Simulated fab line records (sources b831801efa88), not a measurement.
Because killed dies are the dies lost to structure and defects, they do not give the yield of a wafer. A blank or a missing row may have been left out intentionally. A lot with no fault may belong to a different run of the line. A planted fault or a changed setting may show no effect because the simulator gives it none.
The tool behind it: which one? :: flow gf180mcu :: 39 wafers from 13 lots sampled at 4 of the route's 602 steps

## WHAT EACH GAUGE READ, for each wafer
GF_V5_CD_MEAS_14: the cd target is 260 nm.
lot: L174
measured: day 27 19:37
on: cdSem-02
cdNm (nm): 261.1 260.0 259.6

lot: L175
measured: day 28 07:05
on: cdSem-02
cdNm (nm): 257.2 258.4 259.3

lot: L177
measured: day 28 15:04
on: cdSem-02
cdNm (nm): 263.5 263.1 261.8

lot: L179
measured: day 29 11:18
on: cdSem-02
cdNm (nm): 259.5 260.3 259.5

lot: L184
measured: day 30 21:57
on: cdSem-02
cdNm (nm): 261.6 260.9 262.4

lot: L188
measured: day 31 23:57
on: cdSem-02
cdNm (nm): 259.7 260.9 259.4

lot: L189
measured: day 32 17:35
on: cdSem-01
cdNm (nm): 259.4 258.7 258.9

lot: L190
measured: day 32 18:24
on: cdSem-02
cdNm (nm): 259.2 260.6 260.3

lot: L191
measured: day 33 00:34
on: cdSem-02
cdNm (nm): 260.7 261.1 260.2

lot: L192
measured: day 33 02:04
on: cdSem-01
cdNm (nm): 260.7 261.0 260.2

lot: L193
measured: day 33 05:41
on: cdSem-02
cdNm (nm): 260.9 261.4 261.8

lot: L195
measured: day 33 14:04
on: cdSem-02
cdNm (nm): 262.9 260.7 260.3

lot: L194
measured: day 33 16:18
on: cdSem-02
cdNm (nm): 260.3 261.1 260.3

GF_TOP_METAL_OVL_MEAS_15.
lot: L174
measured: day 28 16:52
on: overlay-01
TOP_METAL_OVL (nm): 2.0 1.5 -0.3

lot: L175
measured: day 29 03:52
on: overlay-02
TOP_METAL_OVL (nm): -0.7 -0.9 -1.4

lot: L177
measured: day 29 11:03
on: overlay-02
TOP_METAL_OVL (nm): -0.1 -0.8 0.8

lot: L179
measured: day 30 07:10
on: overlay-01
TOP_METAL_OVL (nm): 0.0 -0.7 -0.9

lot: L184
measured: day 31 16:59
on: overlay-01
TOP_METAL_OVL (nm): 1.4 -0.4 -1.3

lot: L188
measured: day 32 18:05
on: overlay-01
TOP_METAL_OVL (nm): 0.5 0.7 1.5

lot: L189
measured: day 33 10:13
on: overlay-01
TOP_METAL_OVL (nm): -1.4 -2.6 -2.4

lot: L190
measured: day 33 10:54
on: overlay-01
TOP_METAL_OVL (nm): 1.2 3.3 1.6

lot: L191
measured: day 33 17:55
on: overlay-01
TOP_METAL_OVL (nm): 0.6 -0.8 1.1

lot: L192
measured: day 33 19:41
on: overlay-01
TOP_METAL_OVL (nm): -1.3 -1.5 0.8

lot: L193
measured: day 33 22:36
on: overlay-01
TOP_METAL_OVL (nm): -0.9 0.9 -0.1

lot: L195
measured: day 34 07:12
on: overlay-02
TOP_METAL_OVL (nm): -1.3 -1.2 -2.5

lot: L194
measured: day 34 09:19
on: overlay-01
TOP_METAL_OVL (nm): 3.3 3.5 2.9

GF_PASSIVATION_THK_MEAS_03.
lot: L174
measured: day 28 18:03
on: filmMetro-03
PASSIVATION_CVD_02_THK (nm): 692 694 713

lot: L175
measured: day 29 05:04
on: filmMetro-02
PASSIVATION_CVD_02_THK (nm): 689 702 702

lot: L177
measured: day 29 12:26
on: filmMetro-02
PASSIVATION_CVD_02_THK (nm): 688 708 705

lot: L179
measured: day 30 08:22
on: filmMetro-02
PASSIVATION_CVD_02_THK (nm): 701 698 705

lot: L184
measured: day 31 18:10
on: filmMetro-01
PASSIVATION_CVD_02_THK (nm): 712 726 714

lot: L188
measured: day 32 19:16
on: filmMetro-02
PASSIVATION_CVD_02_THK (nm): 707 691 713

lot: L189
measured: day 33 11:25
on: filmMetro-03
PASSIVATION_CVD_02_THK (nm): 695 697 692

lot: L190
measured: day 33 12:05
on: filmMetro-01
PASSIVATION_CVD_02_THK (nm): 693 691 711

lot: L191
measured: day 33 19:13
on: filmMetro-02
PASSIVATION_CVD_02_THK (nm): 695 706 716

lot: L192
measured: day 33 20:53
on: filmMetro-02
PASSIVATION_CVD_02_THK (nm): 706 714 726

lot: L193
measured: day 33 23:47
on: filmMetro-02
PASSIVATION_CVD_02_THK (nm): 705 690 697

lot: L195
measured: day 34 08:23
on: filmMetro-03
PASSIVATION_CVD_02_THK (nm): 697 706 696

lot: L194
measured: day 34 10:44
on: filmMetro-02
PASSIVATION_CVD_02_THK (nm): 677 699 696

## WHAT TOOL EACH LOT RAN ON (gives the tool, then ch and the chambers of the sampled wafers, and finally the start)
lot: L174
GF_V4_STRIP_18: plasmaAsher-02 ch 0,1, day 25 02:16

lot: L175
GF_V4_STRIP_18: plasmaAsher-03 ch 0,1, day 25 13:44

lot: L177
GF_V4_STRIP_18: plasmaAsher-04 ch 0, day 25 23:08

lot: L179
GF_V4_STRIP_18: plasmaAsher-04 ch 0,1, day 26 23:14

lot: L184
GF_V4_STRIP_18: plasmaAsher-04 ch 0,1, day 28 11:17

lot: L188
GF_V4_STRIP_18: plasmaAsher-03 ch 0,1, day 29 15:49

lot: L189
GF_V4_STRIP_18: plasmaAsher-03 ch 0,1, day 30 10:29

lot: L190
GF_V4_STRIP_18: plasmaAsher-02 ch 0,1, day 30 12:08

lot: L191
GF_V4_STRIP_18: plasmaAsher-04 ch 0,1, day 30 18:26

lot: L192
GF_V4_STRIP_18: plasmaAsher-04 ch 0,1, day 30 19:52

lot: L193
GF_V4_STRIP_18: plasmaAsher-04 ch 0,1, day 31 00:07

lot: L195
GF_V4_STRIP_18: plasmaAsher-03 ch 0, day 31 10:02

lot: L194
GF_V4_STRIP_18: plasmaAsher-03 ch 0, day 31 11:44
- GF_V4_STRIP_18: strips in O2/N2.

## WHAT THE TOOLS THEMSELVES READ (means of the sampled wafers that have a number; where no wafer has one, the mark that the record gives instead)
GF_V4_STRIP_18.
lot: L174
tool: plasmaAsher-02
drypumpMotorCurrentA (A): 6.4
heaterPowerW (W): 335
n2FlowSccm (sccm): 299.1
oesProductAu (a.u.): 0.593

lot: L175
tool: plasmaAsher-03
drypumpMotorCurrentA (A): 5.9
heaterPowerW (W): 339
n2FlowSccm (sccm): 299.1
oesProductAu (a.u.): 0.594

lot: L177
tool: plasmaAsher-04
drypumpMotorCurrentA (A): 6.7
heaterPowerW (W): 335
n2FlowSccm (sccm): 300.1
oesProductAu (a.u.): 0.594

lot: L179
tool: plasmaAsher-04
drypumpMotorCurrentA (A): 6.3
heaterPowerW (W): 304
n2FlowSccm (sccm): 300.2
oesProductAu (a.u.): 0.598

lot: L184
tool: plasmaAsher-04
drypumpMotorCurrentA (A): 6.4
heaterPowerW (W): 301
n2FlowSccm (sccm): 300.1
oesProductAu (a.u.): 0.592

lot: L188
tool: plasmaAsher-03
drypumpMotorCurrentA (A): 5.8
heaterPowerW (W): 354
n2FlowSccm (sccm): 300.2
oesProductAu (a.u.): 0.592

lot: L189
tool: plasmaAsher-03
drypumpMotorCurrentA (A): 5.8
heaterPowerW (W): 355
n2FlowSccm (sccm): 300.7
oesProductAu (a.u.): 0.598

lot: L190
tool: plasmaAsher-02
drypumpMotorCurrentA (A): 6.4
heaterPowerW (W): 343
n2FlowSccm (sccm): 301.3
oesProductAu (a.u.): 0.589

lot: L191
tool: plasmaAsher-04
drypumpMotorCurrentA (A): 6.5
heaterPowerW (W): 316
n2FlowSccm (sccm): 300.0
oesProductAu (a.u.): 0.597

lot: L192
tool: plasmaAsher-04
drypumpMotorCurrentA (A): 6.5
heaterPowerW (W): 323
n2FlowSccm (sccm): 300.2
oesProductAu (a.u.): 0.595

lot: L193
tool: plasmaAsher-04
drypumpMotorCurrentA (A): 6.4
heaterPowerW (W): 303
n2FlowSccm (sccm): 299.0
oesProductAu (a.u.): 0.590

lot: L195
tool: plasmaAsher-03
drypumpMotorCurrentA (A): 6.0
heaterPowerW (W): 323
n2FlowSccm (sccm): 300.9
oesProductAu (a.u.): 0.594

lot: L194
tool: plasmaAsher-03
drypumpMotorCurrentA (A): 6.0
heaterPowerW (W): 321
n2FlowSccm (sccm): 299.5
oesProductAu (a.u.): 0.598

## THE ANSWER, worked out from the rows above alone
Rule: what is usual is taken from the lots themselves. Put in order of their means at a reading, lots are off if they are a third of the lots or fewer, leave a main group of 4 or more, and stand apart from it by a gap of 3 or more times the standard deviation of the main group's means; of several such gaps the widest counts. A main group is skipped when, at the precision printed for the reading in the tables above, its means are all equal. A lot without any number at a reading at which 4 lots or more have one is off too. Any other lot the step has rows for is counted as sound. After the gauges, taken in route order, come the tools' own readings; for these a lot's mean is taken, as printed above. At the first step where some lot is off, the reading lying furthest off is the one used; lots without a number count as furthest.
No lot is off at any reading shown: from this, nothing can be told.

## WHAT WAS PUT IN BY THE SIMULATOR
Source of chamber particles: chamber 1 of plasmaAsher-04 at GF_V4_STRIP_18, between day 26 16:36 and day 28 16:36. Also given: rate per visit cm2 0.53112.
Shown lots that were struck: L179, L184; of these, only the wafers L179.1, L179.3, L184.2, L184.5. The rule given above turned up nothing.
